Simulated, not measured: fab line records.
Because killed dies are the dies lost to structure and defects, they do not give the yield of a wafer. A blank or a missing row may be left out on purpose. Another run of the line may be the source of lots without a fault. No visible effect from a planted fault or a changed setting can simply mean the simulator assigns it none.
8D (eight disciplines) problem report, filled in by code / flow gf180mcu / the parts of the form that need people (team, actions taken, sign-off) are left out

## 1. THE ISSUE
rf_fwd_power_W at GF_V5_ETCH_16 reads a mean of 416.6 W on 1 wafer of 1 lot; wafers without a fault read 494.4 W with a standard deviation of 2.2. Measured from the usual mean, that is -35 standard deviations.
The step: etches BARC in N2/H2.
The first sign was on wafer L200.4 at day 32 19:04, on rie_diel-04. Wafers with a number at this step in the record: 39, from 13 lots. The rule behind "out" and "out of limits": a value lying over 4 standard deviations away from the usual mean. The other wafers with a number count as sound.

## 2. WHAT THIS IS AND IS NOT
question=which readings at this step | is=rf_fwd_power_W | is not=chamber_pressure_mTorr, oes_product_au, throttle_valve_pct
question=which lots | is=L200 | is not=L180, L181, L183, L184, L185, L186, L189, L191, L192, L193, L202, L203
question=which wafers of those lots | is=L200.4 | is not=L200.3, L200.6
question=read on which tools | is=rie_diel-04 | is not=rie_diel-01, rie_diel-03
question=when | is=from day 32 19:04 | is not=up to then (32 sound wafers); but 6 sound wafers of L202, L203 came after

## 3. WHAT RULES OUT EACH SUSPECT
Counting: if a tool at a process step up to the reading ran every lot that is out, it stays a suspect. Sound lots after the first of them don't rule it out here, since some wafers of a struck lot are sound.
- cvd_w-01 at GF_V4_CVD_23 (deposits W, target thk 350 nm, time 104.9 s): kept. It ran the lot that is out, L200 (day 30 12:39); its last sound lot up to then is L191 (day 27 22:20).
- pvd_sputter-01 at GF_MIM_SPUTTER_02 (material AlCu, target thk 450 nm, time 23.9 s): kept. It ran the lot that is out, L200 (day 30 13:20); its last sound lot up to then is L189 (day 27 19:10).
- rie_diel-04 at GF_V5_ETCH_16 (etches BARC in N2/H2): kept. It ran the lot that is out, L200 (day 32 19:04); its last sound lot up to then is L193 (day 31 04:35). Its own rf_fwd_power_W readings are out on those wafers.
- The sound lot-mates ran in chamber 0 of cvd_w-01 at GF_V4_CVD_23, but the wafers that are out ran in chamber 1.
- In rie_diel-04 at GF_V5_ETCH_16, the wafers that are out were processed in chamber 0 and their sound lot-mates in chambers 2, 3.
After the count, these remain: cvd_w-01 at GF_V4_CVD_23, pvd_sputter-01 at GF_MIM_SPUTTER_02 and rie_diel-04 at GF_V5_ETCH_16.

## 4. THE CAUSE (what the simulator had put in)
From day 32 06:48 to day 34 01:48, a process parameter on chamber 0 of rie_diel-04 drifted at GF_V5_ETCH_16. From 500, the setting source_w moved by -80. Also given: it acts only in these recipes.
This tool is one of the 3 suspects left after counting.

## 5. THE CHAIN OF EFFECTS, in route order
Each row: a reading where the mean over the struck wafers with a number is more than 3 standard deviations away from the usual. Readings are gone through only where the record gives a usual standard deviation; hours: the median, over the lots, of the time from a lot's start at the first step in this table giving one to that lot's start at this step; sigmas: the change measured in usual standard deviations.
hours=0; step=GF_V5_ETCH_16; reading=rf_fwd_power_W; usual=494.4 W; on struck wafers=416.6; change=-77.8; sigmas=-35
It contains these process steps:
- GF_V5_ETCH_16: etches BARC in N2/H2.

## 6. HOW IT WOULD HAVE BEEN CAUGHT EARLIER
In this record no reading fell out of limits until day 32 19:04, 12 hours after the fault had begun at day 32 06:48.
